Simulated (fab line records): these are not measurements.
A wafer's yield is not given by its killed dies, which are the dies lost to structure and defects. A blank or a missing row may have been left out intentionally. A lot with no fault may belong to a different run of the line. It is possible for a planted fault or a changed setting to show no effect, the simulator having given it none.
fab line records	flow gf180mcu
[record] lots = 13	wafers = 39	last_day = 34
route steps=602 shown PSD@261 NSD@262 SAB@274 M1@320 V1@338
lots that met no fault: taken from a fault-free run of the same line
start_h: the number of hours between the record's first day and the start of the first shown wafer of the lot	wait_h: time in hours since the lot's previous step	" repeats the value in the row above	L1.1+2: a row that stands for several wafers	- either no value or no given start	* or withheld: withheld	< > ~ a bound
route shown NAME@n: names a module that has steps shown in the file, with the first one's number in the route	usual: mean and standard deviation over wafers with no fault	same: alike in all rows	chamber/n: place in a boat	sites: readings site by site	_std_site: their standard deviation	_edge_site: outer sites' mean less inner sites'	radius_mm: for every site, how far away it sits from the centre of the wafer	mask NAME#n: copy n	behind: tool/chamber where the wafer was last shaped	hold: why the lot was held/for how many hours/how that ended	device: which transistor (n, p or np) failed to switch	end of line: at the end of the route, the tests of the same wafers	for a step that has no rows: nothing shown but its recipe	killed: dies lost to structure and defects at the first sort, not the wafer's yield	map: per-die view of a wafer (x killed, . not killed, _ where there is no die)
set.NAME: the setting that was run; set.NAME@STEP: the one run at that earlier step	model.NAME: the simulator's own value behind a step, which no gauge read
a sample of lots followed through the steps of the route, with each step as a table and each wafer as a row
[[steps]]
[step GF_PSD_RTA_13]
[recipe] temp_c = 1025	time_s = 20	ambient = N2
[usual] lamp_power_pct = 33.8/2.1	wafer_temp_C_max = 1030.7/1.2
lot.wafer	tool	chamber	start_h	wait_h	lamp_power_pct	wafer_temp_C_max
L544.4	rtp_anneal-01	0	312.85	0.0	35.8	1033.5
L544.5	"	0	"	"	35.8	1031.2
L544.6	"	0	"	"	35.8	1031.6
L545.4	rtp_anneal-02	0	326.96	0.0	31.6	1030.7
L545.5	"	0	"	"	31.5	1031.1
L545.6	"	0	"	"	31.6	1032.0
L546.2	rtp_anneal-01	0	335.27	0.0	35.7	1030.0
L546.3	"	0	"	"	35.8	1029.7
L546.4	"	0	"	"	35.8	1030.8
L547.1	rtp_anneal-01	0	338.46	0.0	35.8	1030.5
L547.2	"	0	"	"	35.8	1031.3
L547.6	"	0	"	"	35.7	1029.3
L548.1	rtp_anneal-01	0	352.90	0.0	35.8	1031.4
L548.4	"	0	"	"	35.8	1032.6
L548.5	"	0	"	"	35.8	1031.0
L551.3	rtp_anneal-01	0	381.00	0.0	35.8	1030.0
L551.5	"	0	"	"	35.8	1029.1
L551.6	"	0	"	"	35.8	1032.3
L557.1	rtp_anneal-01	0	429.05	0.0	37.8	1051.1
L557.2	"	0	"	"	37.8	1052.8
L557.4	"	0	"	"	37.8	1052.3
L559.2	rtp_anneal-01	0	448.23	0.0	37.7	1051.3
L559.3	"	0	"	"	37.7	1049.2
L559.4	"	0	"	"	37.7	1050.6
L560.2	rtp_anneal-01	0	452.38	0.0	37.8	1051.1
L560.5	"	0	"	"	37.8	1050.7
L560.6	"	0	"	"	37.8	1051.6
L562.4	rtp_anneal-02	0	469.14	0.0	31.5	1029.6
L562.5	"	0	"	"	31.5	1030.3
L562.6	"	0	"	"	31.6	1030.2
L565.1	rtp_anneal-02	0	492.26	0.0	31.6	1029.1
L565.2	"	0	"	"	31.5	1029.3
L565.3	"	0	"	"	31.6	1030.5
L566.2	rtp_anneal-01	0	503.72	0.0	35.8	1030.5
L566.3	"	0	"	"	35.8	1031.8
L566.4	"	0	"	"	35.8	1030.9
L567.1	rtp_anneal-02	0	510.12	0.0	31.6	1032.4
L567.5	"	0	"	"	31.6	1029.7
L567.6	"	0	"	"	31.5	1029.8
[step GF_PSD_RS_MEAS_14]
[recipe] thk_meas_gauge = four-point-probe
[usual] NSD_RS = 46.16/0.085
lot.wafer	tool	chamber	start_h	wait_h	NSD_RS[ohm/sq]
L544.4	film_metro-01	-	312.95	0.1	46.14
L544.5	"	-	"	"	46.10
L544.6	"	-	"	"	46.17
L545.4	film_metro-03	-	327.06	0.1	46.16
L545.5	"	-	"	"	45.99
L545.6	"	-	"	"	46.04
L546.2	film_metro-03	-	335.36	0.1	46.16
L546.3	"	-	"	"	46.20
L546.4	"	-	"	"	46.13
L547.1	film_metro-03	-	338.54	0.1	46.09
L547.2	"	-	"	"	46.01
L547.6	"	-	"	"	46.10
L548.1	film_metro-03	-	352.99	0.1	46.05
L548.4	"	-	"	"	46.12
L548.5	"	-	"	"	46.03
L551.3	film_metro-04	-	381.09	0.1	46.26
L551.5	"	-	"	"	46.20
L551.6	"	-	"	"	46.25
L557.1	film_metro-01	-	429.14	0.1	43.15
L557.2	"	-	"	"	43.20
L557.4	"	-	"	"	43.17
L559.2	film_metro-01	-	448.32	0.1	43.13
L559.3	"	-	"	"	43.12
L559.4	"	-	"	"	43.12
L560.2	film_metro-04	-	452.47	0.1	43.17
L560.5	"	-	"	"	43.13
L560.6	"	-	"	"	43.17
L562.4	film_metro-04	-	469.24	0.1	46.31
L562.5	"	-	"	"	46.29
L562.6	"	-	"	"	46.29
L565.1	film_metro-03	-	492.34	0.1	46.28
L565.2	"	-	"	"	46.20
L565.3	"	-	"	"	46.25
L566.2	film_metro-04	-	503.81	0.1	46.09
L566.3	"	-	"	"	46.15
L566.4	"	-	"	"	46.23
L567.1	film_metro-04	-	510.28	0.1	46.33
L567.5	"	-	"	"	46.22
L567.6	"	-	"	"	46.18
[step GF_PSD_RS_MEAS_15]
[recipe] thk_meas_gauge = four-point-probe
[usual] PSD_RS = 108.67/0.28
lot.wafer	tool	chamber	start_h	wait_h	PSD_RS[ohm/sq]
L544.4	film_metro-01	-	313.07	0.1	108.16
L544.5	"	-	"	"	108.49
L544.6	"	-	"	"	108.38
L545.4	film_metro-03	-	327.18	0.1	108.38
L545.5	"	-	"	"	108.73
L545.6	"	-	"	"	108.54
L546.2	film_metro-03	-	335.48	0.1	108.56
L546.3	"	-	"	"	108.32
L546.4	"	-	"	"	108.46
L547.1	film_metro-03	-	338.66	0.1	108.66
L547.2	"	-	"	"	108.41
L547.6	"	-	"	"	108.89
L548.1	film_metro-03	-	353.11	0.1	108.29
L548.4	"	-	"	"	108.48
L548.5	"	-	"	"	108.47
L551.3	film_metro-04	-	381.21	0.1	108.78
L551.5	"	-	"	"	108.21
L551.6	"	-	"	"	108.35
L557.1	film_metro-01	-	429.26	0.1	99.89
L557.2	"	-	"	"	99.71
L557.4	"	-	"	"	99.92
L559.2	film_metro-01	-	448.44	0.1	99.59
L559.3	"	-	"	"	99.91
L559.4	"	-	"	"	99.92
L560.2	film_metro-04	-	452.59	0.1	99.84
L560.5	"	-	"	"	99.70
L560.6	"	-	"	"	99.65
L562.4	film_metro-04	-	469.36	0.1	109.38
L562.5	"	-	"	"	109.17
L562.6	"	-	"	"	109.17
L565.1	film_metro-03	-	492.46	0.1	109.08
L565.2	"	-	"	"	108.70
L565.3	"	-	"	"	108.32
L566.2	film_metro-04	-	503.93	0.1	108.95
L566.3	"	-	"	"	109.19
L566.4	"	-	"	"	108.96
L567.1	film_metro-04	-	510.40	0.1	108.78
L567.5	"	-	"	"	108.91
L567.6	"	-	"	"	108.99
[step GF_SAB_OVL_MEAS_10]
[usual] SAB_OVL = 0.1/1.5
lot.wafer	tool	chamber	start_h	wait_h	SAB_OVL[nm]
L544.4	overlay-02	-	333.58	0.1	2.8
L544.5	"	-	"	"	2.8
L544.6	"	-	"	"	3.1
L545.4	overlay-01	-	348.18	0.1	-1.0
L545.5	"	-	"	"	-2.2
L545.6	"	-	"	"	-1.2
L546.2	overlay-02	-	357.08	0.1	1.1
L546.3	"	-	"	"	-0.5
L546.4	"	-	"	"	-1.8
L547.1	overlay-02	-	359.90	0.1	0.9
L547.2	"	-	"	"	1.2
L547.6	"	-	"	"	0.4
L548.1	overlay-02	-	374.71	0.1	0.6
L548.4	"	-	"	"	-1.7
L548.5	"	-	"	"	0.3
L551.3	overlay-01	-	404.37	0.1	-2.2
L551.5	"	-	"	"	-2.2
L551.6	"	-	"	"	-0.6
L557.1	overlay-02	-	453.77	0.1	-0.6
L557.2	"	-	"	"	-1.6
L557.4	"	-	"	"	1.5
L559.2	overlay-02	-	472.68	0.1	-0.9
L559.3	"	-	"	"	0.7
L559.4	"	-	"	"	0.6
L560.2	overlay-02	-	476.68	0.1	2.2
L560.5	"	-	"	"	-1.5
L560.6	"	-	"	"	2.8
L562.4	overlay-01	-	493.44	0.1	-2.6
L562.5	"	-	"	"	-1.2
L562.6	"	-	"	"	1.2
L565.1	overlay-01	-	516.47	0.1	-0.7
L565.2	"	-	"	"	-1.3
L565.3	"	-	"	"	-2.6
L566.2	overlay-02	-	527.70	0.1	3.4
L566.3	"	-	"	"	2.2
L566.4	"	-	"	"	2.2
L567.1	overlay-02	-	534.09	0.1	-0.5
L567.5	"	-	"	"	1.0
L567.6	"	-	"	"	-0.1
[step GF_M1_RS_MEAS_05]
[recipe] thk_meas_gauge = four-point-probe	reads = TiN_of_M1_SPUTTER_04+Ti_of_M1_SPUTTER_03+AlCu_of_M1_SPUTTER_02+TiN_of_M1_SPUTTER_01+Ti_of_M1_SPUTTER_00
[usual] M1_ALCU_RS = 0.0685/0.00063
lot.wafer	tool	chamber	start_h	wait_h	M1_ALCU_RS[ohm/sq]
L544.4	film_metro-01	-	357.78	0.1	0.0682
L544.5	"	-	"	"	0.0687
L544.6	"	-	"	"	0.0685
L545.4	film_metro-04	-	372.81	0.1	0.0677
L545.5	"	-	"	"	0.0686
L545.6	"	-	"	"	0.0676
L546.2	film_metro-04	-	381.73	0.0	0.0676
L546.3	"	-	"	"	0.0689
L546.4	"	-	"	"	0.0679
L547.1	film_metro-01	-	384.55	0.0	0.0685
L547.2	"	-	"	"	0.0693
L547.6	"	-	"	"	0.0687
L548.1	film_metro-01	-	400.77	0.0	0.0683
L548.4	"	-	"	"	0.0699
L548.5	"	-	"	"	0.0686
L551.3	film_metro-03	-	432.24	0.1	0.0683
L551.5	"	-	"	"	0.0679
L551.6	"	-	"	"	0.0678
L557.1	film_metro-04	-	480.61	0.0	0.0687
L557.2	"	-	"	"	0.0679
L557.4	"	-	"	"	0.0679
L559.2	film_metro-04	-	499.12	0.0	0.0679
L559.3	"	-	"	"	0.0685
L559.4	"	-	"	"	0.0680
L560.2	film_metro-04	-	503.51	0.0	0.0691
L560.5	"	-	"	"	0.0690
L560.6	"	-	"	"	0.0691
L562.4	film_metro-04	-	520.23	0.1	0.0690
L562.5	"	-	"	"	0.0687
L562.6	"	-	"	"	0.0691
L565.1	film_metro-04	-	544.11	0.0	0.0689
L565.2	"	-	"	"	0.0685
L565.3	"	-	"	"	0.0686
L566.2	film_metro-03	-	554.17	0.0	0.0670
L566.3	"	-	"	"	0.0689
L566.4	"	-	"	"	0.0687
L567.1	film_metro-04	-	560.31	0.0	0.0687
L567.5	"	-	"	"	0.0686
L567.6	"	-	"	"	0.0682
[step GF_V1_THK_MEAS_03]
[recipe] reads = SiO2_of_V1_CVD_02
[usual] V1_CVD_02_THK = 853/11
lot.wafer	tool	chamber	start_h	wait_h	V1_CVD_02_THK[nm]
L544.4	film_metro-04	-	380.86	0.0	854
L544.5	"	-	"	"	868
L544.6	"	-	"	"	859
L545.4	film_metro-01	-	395.30	0.0	862
L545.5	"	-	"	"	861
L545.6	"	-	"	"	867
L546.2	film_metro-04	-	405.54	0.1	854
L546.3	"	-	"	"	853
L546.4	"	-	"	"	859
L547.1	film_metro-04	-	408.71	0.0	836
L547.2	"	-	"	"	841
L547.6	"	-	"	"	841
L548.1	film_metro-04	-	425.28	0.0	851
L548.4	"	-	"	"	863
L548.5	"	-	"	"	879
L551.3	film_metro-04	-	457.51	0.1	857
L551.5	"	-	"	"	856
L551.6	"	-	"	"	875
L557.1	film_metro-02	-	504.96	0.0	840
L557.2	"	-	"	"	860
L557.4	"	-	"	"	872
L559.2	film_metro-02	-	523.74	0.0	849
L559.3	"	-	"	"	854
L559.4	"	-	"	"	857
L560.2	film_metro-01	-	527.75	0.0	842
L560.5	"	-	"	"	857
L560.6	"	-	"	"	865
L562.4	film_metro-02	-	545.33	0.0	856
L562.5	"	-	"	"	861
L562.6	"	-	"	"	867
L565.1	film_metro-02	-	567.93	0.0	847
L565.2	"	-	"	"	844
L565.3	"	-	"	"	825
L566.2	film_metro-01	-	577.57	0.1	824
L566.3	"	-	"	"	854
L566.4	"	-	"	"	843
L567.1	film_metro-01	-	583.84	0.0	856
L567.5	"	-	"	"	859
L567.6	"	-	"	"	861
[[key]]
[first_sign] step = GF_PSD_RTA_13	reading = wafer_temp_C_max	direction = up	sigmas = 17	usual = *	struck = *
[effect] step = GF_PSD_RTA_13	reading = lamp_power_pct	direction = up	sigmas = 1.9	usual = 33.8	struck = 37.8
[effect] step = GF_PSD_RS_MEAS_14	reading = NSD_RS	direction = down	sigmas = 36	usual = 46.16	struck = 43.15
[effect] step = GF_PSD_RS_MEAS_15	reading = PSD_RS	direction = down	sigmas = 32	usual = 108.67	struck = 99.79
met_at GF_PSD_RTA_13
struck_lots L557,L559,L560
tester_left_out L557,L559,L560
not_acting_at GF_SAB_OVL_MEAS_10,GF_M1_RS_MEAS_05,GF_V1_THK_MEAS_03
onset_between 381.00 429.05
[fault] kind = process_parameter_drift	tool = rtp_anneal-01	chamber = -	onset_h = 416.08	steps = GF_PSD_RTA_13	channel = temp_c	offset = *	shape = step	end_h = 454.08	acts_in = *	stated = *
// tester_left_out: of these lots the tester's yield and bins aren't shown, on N5 and GAA mostly nor the transistor test; their killed dies are dies lost to structure and defects alone, not to doping, threshold or leakage, so they don't give the yield
